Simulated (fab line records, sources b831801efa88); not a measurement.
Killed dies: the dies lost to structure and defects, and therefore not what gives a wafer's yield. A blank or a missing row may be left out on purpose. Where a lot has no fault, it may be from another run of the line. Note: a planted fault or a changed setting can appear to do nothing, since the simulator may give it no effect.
Which tool did it? / flow gf180mcu / 42 wafers from 14 lots sampled at 5 of the route's 602 steps

## WHAT THE GAUGES SHOWED, per wafer
GF_HV_LDD_CD_MEAS_19: the cd target is 400 nm. Usual: 399.2 nm for cd nm, sd 2.3.
lot=L685; measured=day 11 06:28; on=cd sem-02; cd nm (nm)=401.6 401.3 400.3; flag=
lot=L686; measured=day 11 13:51; on=cd sem-02; cd nm (nm)=399.2 399.3 401.6; flag=
lot=L687; measured=day 11 17:59; on=cd sem-01; cd nm (nm)=398.5 397.2 396.9; flag=
lot=L688; measured=day 12 04:23; on=cd sem-02; cd nm (nm)=398.4 397.3 398.7; flag=
lot=L689; measured=day 12 08:43; on=cd sem-02; cd nm (nm)=397.3 394.8 396.6; flag=
lot=L690; measured=day 12 20:15; on=cd sem-01; cd nm (nm)=403.0 402.2 400.8; flag=
lot=L692; measured=day 13 07:12; on=cd sem-01; cd nm (nm)=401.0 402.4 405.3; flag=
lot=L693; measured=day 13 12:01; on=cd sem-02; cd nm (nm)=400.7 398.9 400.8; flag=
lot=L694; measured=day 13 23:11; on=cd sem-01; cd nm (nm)=399.0 397.4 399.6; flag=
lot=L697; measured=day 14 20:36; on=cd sem-02; cd nm (nm)=398.8 396.9 397.8; flag=
lot=L698; measured=day 15 05:17; on=cd sem-02; cd nm (nm)=397.1 396.5 394.1; flag=
lot=L705; measured=day 17 08:52; on=cd sem-01; cd nm (nm)=399.1 398.7 399.4; flag=
lot=L706; measured=day 18 04:29; on=cd sem-01; cd nm (nm)=400.0 401.0 400.1; flag=
lot=L707; measured=day 18 07:52; on=cd sem-01; cd nm (nm)=399.2 399.6 397.3; flag=

GF_HV_LDD_OVL_MEAS_32. Usual: for HV_LDD_02_OVL the level is -0.7 nm and the standard deviation is 1.2.
lot=L685; measured=day 12 02:01; on=overlay-02; HV_LDD_02_OVL (nm)=-0.4 0.7 -0.9; flag=
lot=L686; measured=day 12 09:52; on=overlay-02; HV_LDD_02_OVL (nm)=1.2 -0.9 -0.4; flag=
lot=L687; measured=day 12 14:04; on=overlay-02; HV_LDD_02_OVL (nm)=-0.1 -0.4 1.2; flag=
lot=L688; measured=day 13 00:34; on=overlay-01; HV_LDD_02_OVL (nm)=-0.6 1.2 2.3; flag=
lot=L689; measured=day 13 05:11; on=overlay-01; HV_LDD_02_OVL (nm)=1.3 -0.7 -0.2; flag=
lot=L690; measured=day 13 17:05; on=overlay-02; HV_LDD_02_OVL (nm)=-0.5 -2.3 -2.6; flag=
lot=L692; measured=day 14 04:27; on=overlay-02; HV_LDD_02_OVL (nm)=1.2 0.0 1.0; flag=
lot=L693; measured=day 14 08:22; on=overlay-02; HV_LDD_02_OVL (nm)=-4.0 -3.4 -2.6; flag=
lot=L694; measured=day 14 20:52; on=overlay-02; HV_LDD_02_OVL (nm)=-0.6 -2.3 -0.2; flag=
lot=L697; measured=day 15 18:07; on=overlay-01; HV_LDD_02_OVL (nm)=0.1 0.3 1.8; flag=
lot=L698; measured=day 16 03:39; on=overlay-02; HV_LDD_02_OVL (nm)=0.3 -2.3 -2.3; flag=
lot=L705; measured=day 18 08:33; on=overlay-01; HV_LDD_02_OVL (nm)=0.9 0.1 -1.1; flag=
lot=L706; measured=day 19 04:57; on=overlay-01; HV_LDD_02_OVL (nm)=-0.7 -1.8 -1.3; flag=
lot=L707; measured=day 19 08:21; on=overlay-02; HV_LDD_02_OVL (nm)=-1.9 -2.3 -1.4; flag=

GF_HV_LDD_TW_MEAS_38. Usual: for HV_LDD_3_TW the level is 1446 and the standard deviation is 16.
lot=L685; measured=day 12 02:45; on=film metro-03; HV_LDD_3_TW=1445 1446 1453; flag=
lot=L686; measured=day 12 10:35; on=film metro-02; HV_LDD_3_TW=1465 1461 1460; flag=
lot=L687; measured=day 12 14:47; on=film metro-04; HV_LDD_3_TW=1411 1411 1413; flag=
lot=L688; measured=day 13 01:19; on=film metro-02; HV_LDD_3_TW=1457 1461 1464; flag=
lot=L689; measured=day 13 05:55; on=film metro-03; HV_LDD_3_TW=1452 1453 1447; flag=
lot=L690; measured=day 13 17:50; on=film metro-03; HV_LDD_3_TW=1458 1445 1457; flag=
lot=L692; measured=day 14 05:11; on=film metro-02; HV_LDD_3_TW=1460 1456 1450; flag=
lot=L693; measured=day 14 09:07; on=film metro-04; HV_LDD_3_TW=1424 1420 1414; flag=
lot=L694; measured=day 14 21:35; on=film metro-03; HV_LDD_3_TW=1452 1460 1448; flag=
lot=L697; measured=day 15 18:51; on=film metro-03; HV_LDD_3_TW=1438 1442 1443; flag=
lot=L698; measured=day 16 04:23; on=film metro-03; HV_LDD_3_TW=1427 1435 1437; flag=
lot=L705; measured=day 18 09:17; on=film metro-04; HV_LDD_3_TW=1409 1416 1418; flag=
lot=L706; measured=day 19 05:41; on=film metro-02; HV_LDD_3_TW=1450 1451 1448; flag=
lot=L707; measured=day 19 09:05; on=film metro-03; HV_LDD_3_TW=1467 1468 1460; flag=

GF_HV_LDD_RS_MEAS_53: measures by four-point-probe. Usual: for HV_LDD_RS the level is 418.6 ohm/sq and the standard deviation is 0.85.
lot=L685; measured=day 12 22:56; on=film metro-03; HV_LDD_RS (ohm/sq)=419.8 418.4 420.4; flag=
lot=L686; measured=day 13 06:58; on=film metro-04; HV_LDD_RS (ohm/sq)=417.6 417.9 418.9; flag=
lot=L687; measured=day 13 10:59; on=film metro-03; HV_LDD_RS (ohm/sq)=419.0 419.8 419.7; flag=
lot=L688; measured=day 13 21:59; on=film metro-04; HV_LDD_RS (ohm/sq)=418.2 419.8 418.9; flag=
lot=L689; measured=day 14 03:20; on=film metro-03; HV_LDD_RS (ohm/sq)=417.8 418.3 419.7; flag=
lot=L690; measured=day 14 14:57; on=film metro-03; HV_LDD_RS (ohm/sq)=417.8 418.8 417.8; flag=
lot=L692; measured=day 15 02:16; on=film metro-03; HV_LDD_RS (ohm/sq)=418.0 417.6 417.7; flag=
lot=L693; measured=day 15 07:11; on=film metro-02; HV_LDD_RS (ohm/sq)=417.5 418.2 419.1; flag=
lot=L694; measured=day 15 19:16; on=film metro-02; HV_LDD_RS (ohm/sq)=417.7 416.9 418.3; flag=
lot=L697; measured=day 16 17:53; on=film metro-02; HV_LDD_RS (ohm/sq)=420.4 421.3 420.4; flag=
lot=L698; measured=day 17 03:37; on=film metro-02; HV_LDD_RS (ohm/sq)=420.5 421.5 420.5; flag=
lot=L705; measured=day 19 09:48; on=film metro-02; HV_LDD_RS (ohm/sq)=418.9 418.0 418.3; flag=
lot=L706; measured=day 20 06:34; on=film metro-02; HV_LDD_RS (ohm/sq)=418.5 418.3 419.0; flag=
lot=L707; measured=day 20 10:02; on=film metro-04; HV_LDD_RS (ohm/sq)=418.4 418.8 419.8; flag=

## WHAT TOOL EACH LOT RAN ON (gives the tool, then ch and the chambers of the sampled wafers, and finally the start)
lot=L685; GF_HV_LDD_IMPLANT_33=implanter-02 ch 0, day 12 02:04
lot=L686; GF_HV_LDD_IMPLANT_33=implanter-02 ch 0, day 12 09:53
lot=L687; GF_HV_LDD_IMPLANT_33=implanter-02 ch 0, day 12 14:05
lot=L688; GF_HV_LDD_IMPLANT_33=implanter-02 ch 0, day 13 00:38
lot=L689; GF_HV_LDD_IMPLANT_33=implanter-02 ch 0, day 13 05:14
lot=L690; GF_HV_LDD_IMPLANT_33=implanter-03 ch 0, day 13 17:10
lot=L692; GF_HV_LDD_IMPLANT_33=implanter-03 ch 0, day 14 04:29
lot=L693; GF_HV_LDD_IMPLANT_33=implanter-02 ch 0, day 14 08:28
lot=L694; GF_HV_LDD_IMPLANT_33=implanter-03 ch 0, day 14 20:53
lot=L697; GF_HV_LDD_IMPLANT_33=implanter-02 ch 0, day 15 18:10
lot=L698; GF_HV_LDD_IMPLANT_33=implanter-02 ch 0, day 16 03:41
lot=L705; GF_HV_LDD_IMPLANT_33=implanter-04 ch 0, day 18 08:37
lot=L706; GF_HV_LDD_IMPLANT_33=implanter-04 ch 0, day 19 04:59
lot=L707; GF_HV_LDD_IMPLANT_33=implanter-03 ch 0, day 19 08:25
- GF_HV_LDD_IMPLANT_33

## WHAT THE TOOLS THEMSELVES READ (means of the sampled wafers that have a number; where no wafer has one, the mark that the record gives instead)
GF_HV_LDD_IMPLANT_33. Usual: beam energy keV 60.000, standard deviation 0.018; dose ions cm2 7.501e+12, standard deviation 7.3e+09; faraday current uA 42.2, standard deviation 0.85.
lot=L685; tool=implanter-02; beam energy keV=59.977; dose ions cm2=7.497e+12; faraday current uA=42.3; flag=
lot=L686; tool=implanter-02; beam energy keV=60.000; dose ions cm2=7.494e+12; faraday current uA=42.4; flag=
lot=L687; tool=implanter-02; beam energy keV=60.018; dose ions cm2=7.513e+12; faraday current uA=43.1; flag=
lot=L688; tool=implanter-02; beam energy keV=60.026; dose ions cm2=7.510e+12; faraday current uA=42.4; flag=
lot=L689; tool=implanter-02; beam energy keV=59.999; dose ions cm2=7.504e+12; faraday current uA=43.1; flag=
lot=L690; tool=implanter-03; beam energy keV=59.993; dose ions cm2=7.504e+12; faraday current uA=41.4; flag=
lot=L692; tool=implanter-03; beam energy keV=60.004; dose ions cm2=7.504e+12; faraday current uA=42.1; flag=
lot=L693; tool=implanter-02; beam energy keV=59.981; dose ions cm2=7.508e+12; faraday current uA=42.5; flag=
lot=L694; tool=implanter-03; beam energy keV=60.013; dose ions cm2=7.499e+12; faraday current uA=41.2; flag=
lot=L697; tool=implanter-02; beam energy keV=60.001; dose ions cm2=6.441e+12; faraday current uA=36.6; flag=OFF
lot=L698; tool=implanter-02; beam energy keV=59.995; dose ions cm2=6.444e+12; faraday current uA=37.0; flag=OFF
lot=L705; tool=implanter-04; beam energy keV=59.983; dose ions cm2=7.505e+12; faraday current uA=41.3; flag=
lot=L706; tool=implanter-04; beam energy keV=60.022; dose ions cm2=7.489e+12; faraday current uA=43.0; flag=
lot=L707; tool=implanter-03; beam energy keV=59.999; dose ions cm2=7.504e+12; faraday current uA=42.8; flag=

## THE ANSWER, worked out from the rows above alone
Rule: take the mean of a lot's wafers that have a number; if it is more than 3 standard deviations from the usual mean, the lot is off. Also off: a lot with no number at a reading for which 4 or more lots have one. Where the step has rows for the other lots, those lots are counted as sound. First the gauges in route order, then the tools' own readings, where a lot's mean is used as printed above. At the first step where some lot is off, the reading lying furthest off is the one used; lots without a number count as furthest.
Off at GF_HV_LDD_IMPLANT_33 (dose ions cm2): L697, L698.
A tool fits if, at that step or a process step before it, it ran every lot that is off, and no sound lot after the first of them. One fits: implanter-02 at GF_HV_LDD_IMPLANT_33. A fault onset in the window from L693 (day 14 08:28, its last sound lot) to L697 (day 15 18:10, its first lot off) fits.
The tool's own readings at GF_HV_LDD_IMPLANT_33 bear it out: on the lots that are off they differ by more than 5 times the standard deviation of the sound lots' means. dose ions cm2 reads 6.442e+12 there against 7.503e+12 on the sound lots; faraday current uA reads 36.8 there against 42.3 on the sound lots.

## WHAT THE SIMULATOR HAD PUT IN
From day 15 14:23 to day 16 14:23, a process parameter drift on implanter-02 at GF_HV_LDD_IMPLANT_33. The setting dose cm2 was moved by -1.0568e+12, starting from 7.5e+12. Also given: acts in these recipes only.
Lots struck among those shown: L697, L698. Same finding as the rule above.
